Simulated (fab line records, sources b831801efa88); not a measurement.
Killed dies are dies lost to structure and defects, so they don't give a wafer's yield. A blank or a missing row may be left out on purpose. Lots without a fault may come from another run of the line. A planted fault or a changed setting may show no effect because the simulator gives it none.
Tool commonality check | flow gf180mcu | 12 lots, 36 wafers sampled

WHY IT WAS OPENED
At GF_HV_LDD_TW_MEAS_38 the reading HV_LDD_3_TW is flagged on 2 of 12 lots. Wafers without a fault read 1430, standard deviation 8.
Rule: a lot is flagged when every wafer of it that has a number lies more than 4 standard deviations from that mean, or none has a number. The other lots count as sound.

lot  | measured     | on            | HV_LDD_3_TW, wafer by wafer | flag
L300 | day 11 16:31 | film_metro-01 | 1418 1410 1424              |
L301 | day 11 23:37 | film_metro-03 | 1433 1432 1440              |
L302 | day 12 09:15 | film_metro-01 | 1428 1424 1424              |
L303 | day 12 13:38 | film_metro-04 | 1543 1535 1544              | FLAGGED
L304 | day 13 01:34 | film_metro-04 | 1428 1441 1437              |
L306 | day 13 14:26 | film_metro-03 | 1542 1553 1547              | FLAGGED
L315 | day 16 11:51 | film_metro-01 | 1426 1430 1413              |
L317 | day 17 02:38 | film_metro-04 | 1431 1431 1432              |
L318 | day 17 13:41 | film_metro-03 | 1427 1429 1433              |
L320 | day 18 03:23 | film_metro-03 | 1434 1434 1423              |
L321 | day 18 12:33 | film_metro-04 | 1431 1439 1430              |
L323 | day 19 03:20 | film_metro-04 | 1435 1448 1436              |
The numbers of the flagged lots are 1544 on average: +114 against the usual, or +14 standard deviations.

WHICH TOOL RAN EACH LOT
The record holds 2 process steps before the reading, out of a route of 602 steps. In each cell: the tool, then ch and the chambers that the sampled wafers went through, then the start.
lot  | flag    | GF_HV_LDD_STRIP_10                   | GF_HV_LDD_IMPLANT_36
L300 |         | plasma_asher-01 ch 0,1, day 10 03:26 | implanter-04 ch 0, day 11 16:16
L301 |         | plasma_asher-04 ch 0,1, day 10 09:49 | implanter-01 ch 0, day 11 23:23
L302 |         | plasma_asher-04 ch 0,1, day 10 17:08 | implanter-04 ch 0, day 12 09:01
L303 | FLAGGED | plasma_asher-01 ch 0,1, day 10 21:38 | implanter-01 ch 0, day 12 13:04
L304 |         | plasma_asher-01 ch 0,1, day 11 09:47 | implanter-04 ch 0, day 13 01:20
L306 | FLAGGED | plasma_asher-01 ch 0,1, day 11 21:13 | implanter-01 ch 0, day 13 13:54
L315 |         | plasma_asher-04 ch 0,1, day 14 15:44 | implanter-02 ch 0, day 16 11:36
L317 |         | plasma_asher-03 ch 1, day 15 05:09   | implanter-01 ch 0, day 17 02:23
L318 |         | plasma_asher-03 ch 0,1, day 15 15:15 | implanter-04 ch 0, day 17 13:26
L320 |         | plasma_asher-04 ch 0,1, day 16 04:06 | implanter-01 ch 0, day 18 03:08
L321 |         | plasma_asher-04 ch 0,1, day 16 12:56 | implanter-01 ch 0, day 18 12:18
L323 |         | plasma_asher-03 ch 0,1, day 17 02:40 | implanter-01 ch 0, day 19 03:05
What these steps do:
- GF_HV_LDD_STRIP_10: strips in O2/N2.
- GF_HV_LDD_IMPLANT_36
- GF_HV_LDD_TW_MEAS_38

FLAGGED OVER TOTAL, TOOL BY TOOL (the gauges that took the reading come last)
step                 | tool            | lots run | flagged | share of the flagged lots | sound lots run after its first flagged lot
GF_HV_LDD_STRIP_10   | plasma_asher-01 | 4        | 2       | all                       | 1 (L304)
GF_HV_LDD_STRIP_10   | plasma_asher-03 | 3        | 0       | none                      | -
GF_HV_LDD_STRIP_10   | plasma_asher-04 | 5        | 0       | none                      | -
GF_HV_LDD_IMPLANT_36 | implanter-01    | 7        | 2       | all                       | 4 (L317,L320,L321,L323)
GF_HV_LDD_IMPLANT_36 | implanter-02    | 1        | 0       | none                      | -
GF_HV_LDD_IMPLANT_36 | implanter-04    | 4        | 0       | none                      | -
GF_HV_LDD_TW_MEAS_38 | film_metro-01   | 3        | 0       | none                      | -
GF_HV_LDD_TW_MEAS_38 | film_metro-03   | 4        | 1       | some                      | 2 (L318,L320)
GF_HV_LDD_TW_MEAS_38 | film_metro-04   | 5        | 1       | some                      | 4 (L304,L317,L321,L323)

WHAT THE TABLE ALLOWS
2 rows of the table ran every flagged lot: plasma_asher-01 at GF_HV_LDD_STRIP_10, implanter-01 at GF_HV_LDD_IMPLANT_36.
- plasma_asher-01 at GF_HV_LDD_STRIP_10: 2 of its 4 lots flagged. Sound lots ran on it after the first flagged one (L304), which a lasting fault on the whole tool wouldn't allow.
- implanter-01 at GF_HV_LDD_IMPLANT_36: 2 of its 7 lots flagged. Sound lots ran on it after the first flagged one (L317, L320, L321, L323), which a lasting fault on the whole tool wouldn't allow.
No row of the table ran every flagged lot and no sound lot after the first.

WHAT THE SIMULATOR HAD PUT IN
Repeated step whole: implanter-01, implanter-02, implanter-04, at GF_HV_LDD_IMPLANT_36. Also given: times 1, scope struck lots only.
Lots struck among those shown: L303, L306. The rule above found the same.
